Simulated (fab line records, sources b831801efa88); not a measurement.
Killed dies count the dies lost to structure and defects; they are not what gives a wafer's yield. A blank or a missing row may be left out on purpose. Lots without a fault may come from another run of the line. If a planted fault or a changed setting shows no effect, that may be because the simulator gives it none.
The same fault as seen by 2 desks | flow sky130 | numbers are kept per desk, each desk with only its own; the story behind them comes last

== TOOL OWNER'S DESK, implanter-01 ==
SKY_VT_ADJUST_LVTN_IMPLANT_19, tool's own readings: per-lot mean of the sampled wafers with a number, covering each lot this tool ran. Any lot whose mean is over 4 standard deviations away from the usual mean is out of limits and marked OUT; that distance is given in the brackets.
Columns: A = beam energy keV at SKY_VT_ADJUST_LVTN_IMPLANT_19, usual 30.001; B = dose ions cm2 at SKY_VT_ADJUST_LVTN_IMPLANT_19, usual 6.5e+11; C = faraday current uA at SKY_VT_ADJUST_LVTN_IMPLANT_19, usual 3.66
lot  | first seen here | A      | B                         | C
L896 | day 8 02:49     | 30.012 | 6.5e+11                   | 3.64
L897 | day 8 10:33     | 29.997 | 6.5e+11                   | 3.75
L901 | day 9 10:13     | 30.004 | 6.5e+11                   | 3.63
L906 | day 10 14:44    | 29.991 | 6.5e+11                   | 3.69
L912 | day 12 12:42    | 29.992 | 4.0e+11 (-99 or more) OUT | 2.22 (-19) OUT
L913 | day 13 00:28    | 30.005 | 4.0e+11 (-99 or more) OUT | 2.23 (-19) OUT
This desk finds L912, L913 out of limits, L912 being first, at day 12 12:42 (dose ions cm2 at SKY_VT_ADJUST_LVTN_IMPLANT_19). Within limits: L896, L897, L901, L906.

== AT THE METROLOGY DESK ==
Means of the sampled wafers that have a number, per lot and without regard to the tool the lot ran on: this is what the gauges read. Any lot whose mean is over 4 standard deviations away from the usual mean is out of limits and marked OUT; that distance is given in the brackets.
Columns: A = NWELL_RS at SKY_NWELL_RS_MEAS_29, usual 624.8 ohm/sq; B = VT_ADJUST_LVTN_01_OVL at SKY_VT_ADJUST_LVTN_OVL_MEAS_18, usual 0.3 nm; C = VT_ADJUST_LVTN_2_TW at SKY_VT_ADJUST_LVTN_TW_MEAS_21, usual 187.5; D = cd nm at SKY_VT_ADJUST_NCORE_CD_MEAS_07, usual 379.7 nm
lot  | first seen here | A     | B    | C               | D
L896 | day 5 16:38     | 626.2 | -0.6 | 187.1           | 376.9
L897 | day 5 23:01     | 624.7 | -0.2 | 187.1           | 376.6
L898 | day 6 01:39     | 624.2 | -0.1 | 187.2           | 381.5
L901 | day 6 20:26     | 628.2 | 0.9  | 187.5           | 379.0
L902 | day 7 03:04     | 624.3 | 0.7  | 186.3           | 378.2
L903 | day 7 10:01     | 624.7 | -0.8 | 187.6           | 378.2
L904 | day 7 15:33     | 625.6 | -0.0 | 188.8           | 379.7
L906 | day 7 22:40     | 624.3 | 0.0  | 189.1           | 377.8
L907 | day 8 12:53     | 627.5 | 1.4  | 188.1           | 380.1
L911 | day 9 12:52     | 625.1 | 2.4  | 186.8           | 378.7
L912 | day 9 15:51     | 625.7 | 1.0  | 165.3 (-20) OUT | 382.1
L913 | day 10 00:28    | 624.2 | 2.3  | 162.8 (-22) OUT | 382.6
L917 | day 11 01:41    | 623.4 | 0.5  | 187.1           | 384.2
This desk's finding: out of limits on L912, L913; first on L912, day 12 12:56 (VT_ADJUST_LVTN_2_TW at SKY_VT_ADJUST_LVTN_TW_MEAS_21). Within limits: L896, L897, L898, L901, L902, L903, L904, L906, L907, L911, L917.

== TAKEN TOGETHER ==
The tool owner's desk had the chance to raise an alarm at day 12 12:42 on L912, L913.
The metrology desk could have raised an alarm at day 12 12:56, on L912, L913.
Of the lots named, all ran SKY_VT_ADJUST_LVTN_IMPLANT_19 on implanter-01.

== WHAT THE SIMULATOR PUT IN ==
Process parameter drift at SKY_VT_ADJUST_LVTN_IMPLANT_19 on implanter-01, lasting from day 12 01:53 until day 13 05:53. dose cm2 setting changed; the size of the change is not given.
Shown lots that were struck: L912, L913.
Counting hours from when the fault started, the first reading out of limits came at 11 for the tool owner's desk and at 11 for the metrology desk.
